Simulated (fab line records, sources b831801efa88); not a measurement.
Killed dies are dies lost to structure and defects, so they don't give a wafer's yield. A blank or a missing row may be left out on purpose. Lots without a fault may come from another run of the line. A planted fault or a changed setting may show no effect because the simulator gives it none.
Split-lot experiment | flow sky130 | 5 lots, 23 wafers read, on a route of 708 steps

THE SPLIT
At SKY_SONOS_TUNNEL_IMPLANT_09, the setting energy_kev was moved away from the recipe's 20 on 4 of the 23 wafers read, by +2.0% to +2.2%. The other wafers ran this setting at the recipe's value.

The reading is taken at the split's own step.

THE READING
implant.drp_nm (the simulator's own value, which no gauge read), in nm, at SKY_SONOS_TUNNEL_IMPLANT_09. The file gives no usual value for it.

wafer  | tool, chamber at the split | energy_kev as run | against the recipe | implant.drp_nm, nm | against lot-mates on the recipe
L077.1 | implanter-03, 0            | 20                | recipe             | 28.34              | -
L077.4 | implanter-03, 0            | 20                | recipe             | 28.34              | -
L077.6 | implanter-03, 0            | 20                | recipe             | 28.34              | -
L078.1 | implanter-01, 0            | 20                | recipe             | 28.34              | -
L078.2 | implanter-01, 0            | 20                | recipe             | 28.34              | -
L078.4 | implanter-01, 0            | 20                | recipe             | 28.34              | -
L078.5 | implanter-01, 0            | 20                | recipe             | 28.34              | -
L078.6 | implanter-01, 0            | 20                | recipe             | 28.34              | -
L081.1 | implanter-03, 0            | 20.44             | +2.2%              | 28.8               | +0.46
L081.2 | implanter-03, 0            | 20.44             | +2.2%              | 28.8               | +0.46
L081.3 | implanter-03, 0            | 20                | recipe             | 28.34              | -
L081.4 | implanter-03, 0            | 20                | recipe             | 28.34              | -
L081.5 | implanter-03, 0            | 20                | recipe             | 28.34              | -
L082.2 | implanter-01, 0            | 20                | recipe             | 28.34              | -
L082.3 | implanter-01, 0            | 20                | recipe             | 28.34              | -
L082.6 | implanter-01, 0            | 20                | recipe             | 28.34              | -
L082.4 | implanter-01, 0            | 20.41             | +2.0%              | 28.77              | +0.43
L082.5 | implanter-01, 0            | 20.41             | +2.0%              | 28.77              | +0.43
L083.1 | implanter-01, 0            | 20                | recipe             | 28.34              | -
L083.3 | implanter-01, 0            | 20                | recipe             | 28.34              | -
L083.4 | implanter-01, 0            | 20                | recipe             | 28.34              | -
L083.5 | implanter-01, 0            | 20                | recipe             | 28.34              | -
L083.6 | implanter-01, 0            | 20                | recipe             | 28.34              | -

THE FIT
A straight line over all 23 wafers: implant.drp_nm changes by +0.209 nm for each +1% of energy_kev; r = +1.00; the points scatter about the line by 0.00031 nm.
The same after taking each lot's own level away (the mean of its wafers on the recipe; 23 wafers): +0.209 nm for each +1%; r = +1.00; scatter 0.00031 nm.
On that fit, the largest move of energy_kev shifts the reading by 0.46 nm.
The lots' own levels span 28.340 to 28.340 nm.
So the lot-to-lot level changes the slope little: the two slopes agree.
Check: with one of the wafers moved furthest among these (+2.2%) left out of the fit, the line predicts +0.461 nm for it against its lot-mates. It came out at +0.46 nm against them.

OTHER SPLITS ON THESE WAFERS
These wafers also went through other splits before the reading. Each is held against what the fit with the lots' levels taken away leaves over:
other split on the same wafers        | wafers away from the commonest value | r with implant.drp_nm (lot level and that fit taken away)
SKY_VT_ADJUST_HVTR_EXPOSE_04 dose_mj  | 7                                    | -0.50
SKY_VT_ADJUST_PCH_IMPLANT_08 dose_cm2 | 9                                    | +0.31

THE FILE'S OWN FIT
implant.drp_nm changes by +0.209 nm for each +1% of energy_kev, r = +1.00.
